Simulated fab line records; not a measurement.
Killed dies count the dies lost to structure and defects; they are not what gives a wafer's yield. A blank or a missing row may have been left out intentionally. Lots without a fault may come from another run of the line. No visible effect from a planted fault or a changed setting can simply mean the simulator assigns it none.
A struck lot beside a sound one || flow sky130 || 15 steps out of a route of 708
Sound: these wafers, L242.1, L242.5, L242.6. Struck: wafer L255.4; the same lot's L255.6 was not struck, so it is left out; see the end for the cause.
Order at every step that has rows: each side's tool, ch and its chambers, its first start. Under that, the readings that differ: sound wafers || struck wafers || difference of the means || sigmas: that difference in standard deviations of wafers without a fault.
alike: readings with means less than 2 such deviations apart, plus words and numbers identical on both sides. not compared: withheld readings, readings lacking a value on some wafer, bounds such as >300 that could conceal the same value, and numbers that have no deviation in the record and whose values overlap.
The two part at a step that has a row with sigmas, a row that says differs or no value, or rows on one side only. Non-overlapping numbers with no deviation appear without sigmas and do not part them. Lack of a reading on every wafer of one side parts them only where that side has two or more wafers.

SKY_CONTACT_ETCH_16: etches BARC in N2/H2, stops on SiO2, time 45.9 s, target depth 60 nm.
  sound on rie-diel-03 ch 1,2,3, day 32 13:21; struck on rie-diel-02 ch 0, day 36 17:44
  alike: drypump-motor-current-A, oes-product-au, throttle-valve-pct
  not compared: rf-hours-counter-h
SKY_CONTACT_ETCH_17: etches SiO2 in C4F8/O2/Ar, stops on Si3N4, target depth 340 nm.
  sound on rie-diel-03 ch 1,2,3, day 32 13:23; struck on rie-diel-02 ch 0, day 36 17:46
{"reading": "oes-product-au (a.u.)", "sound": "0.893 0.898 0.893", "struck": 0.883, "difference": -0.012, "sigmas": -2}
then, 6 steps without rows for these wafers: SKY_CONTACT_ETCH_18 (etches Si3N4 in CHF3/O2, stops on TiN, time 39 s, target depth 75 nm); SKY_CONTACT_STRIP_19 (strips in O2/N2); SKY_CONTACT_STRIP_20 (strips in post etch residue remover, time 1200 s); SKY_CONTACT_CLEAN_21 (cleans in IPA, time 180 s); SKY_CONTACT_CLEAN_22 (cleans in O3/DIW); SKY_CONTACT_SPUTTER_23 (material TiN, target thk 20 nm, time 80 s).
SKY_CONTACT_CVD_24: deposits W, target thk 340 nm, time 102.12 s.
  sound on cvd-w-01 ch 0,1, day 32 14:08; struck on cvd-w-01 ch 1, day 36 18:40
{"reading": "chamber-pressure-Torr (Torr)", "sound": "40.00 39.93 39.85", "struck": 40.12, "difference": "+0.19", "sigmas": "+2"}
  alike: heater-power-w
SKY_CONTACT_RS_MEAS_25: the measuring method here is four-point-probe.
  sound: film-metro-04 at day 32 14:15; struck: film-metro-03 at day 36 18:47
  alike: CONTACT_W_RS
SKY_CONTACT_THK_MEAS_26: measures by xrf.
  sound: film-metro-04 at day 32 14:22; struck: film-metro-03 at day 36 18:53
  alike: CONTACT_W_THK
SKY_CONTACT_CMP_27: polishes, stops on SiO2, t overpolish 15 s, target thk 0 nm.
  sound on cmp-01 ch 2,3, day 32 14:26; struck on cmp-01 ch 3, day 36 19:04
  alike: motor-current-A, overpolish-run-s, retaining-ring-pressure-frac, time-to-endpoint-s
SKY_METAL1_SPUTTER_00: material Ti, target thk 15 nm, time 10 s.
  sound: pvd-sputter-02 at day 32 14:44; struck: pvd-sputter-02 at day 36 19:13
{"reading": "model.Ti_of_METAL1_SPUTTER_00.thk-nm (nm)", "sound": "15.05 14.82 15.16", "struck": 25.24, "difference": "+10.23", "sigmas": ""}
  alike: cathode-dc-power-W, throttle-valve-pct
SKY_METAL1_SPUTTER_01: material TiN, target thk 20 nm, time 16.7 s.
  sound: pvd-sputter-02 at day 32 14:45; struck: pvd-sputter-02 at day 36 19:14
  alike: cathode-dc-power-W, throttle-valve-pct
-- the record jumps here: 13 days lie between the struck wafers' starts before and after (it left off in module METAL1 and takes up again in module PAD_OPEN, whose first step shown is number 708 of the route) --
SKY_PAD_OPEN_PROBE_99:
  sound: prober-02 at day 46 21:11; struck: prober-01 at day 49 23:25
  alike: defect-limited-yield, killed_at_M0_to_M3, killed_at_M4_up, killed-at-contacts, killed-at-front-end, killed-at-other, killed-dies, killed-open, killed-short, sort_bin_3_pad_short, sort_bin_5_function, sort_bin_6_memory, sort-n-pass, sort-yield-pct

== WHERE THEY PART ==
First at SKY_CONTACT_ETCH_17; last, within this record, at SKY_CONTACT_CVD_24. Later steps at which nothing parts them and some readings are alike: SKY_CONTACT_RS_MEAS_25, SKY_CONTACT_THK_MEAS_26, SKY_CONTACT_CMP_27, SKY_METAL1_SPUTTER_00, SKY_METAL1_SPUTTER_01, SKY_PAD_OPEN_PROBE_99.

WHY: what had been put in by the simulator
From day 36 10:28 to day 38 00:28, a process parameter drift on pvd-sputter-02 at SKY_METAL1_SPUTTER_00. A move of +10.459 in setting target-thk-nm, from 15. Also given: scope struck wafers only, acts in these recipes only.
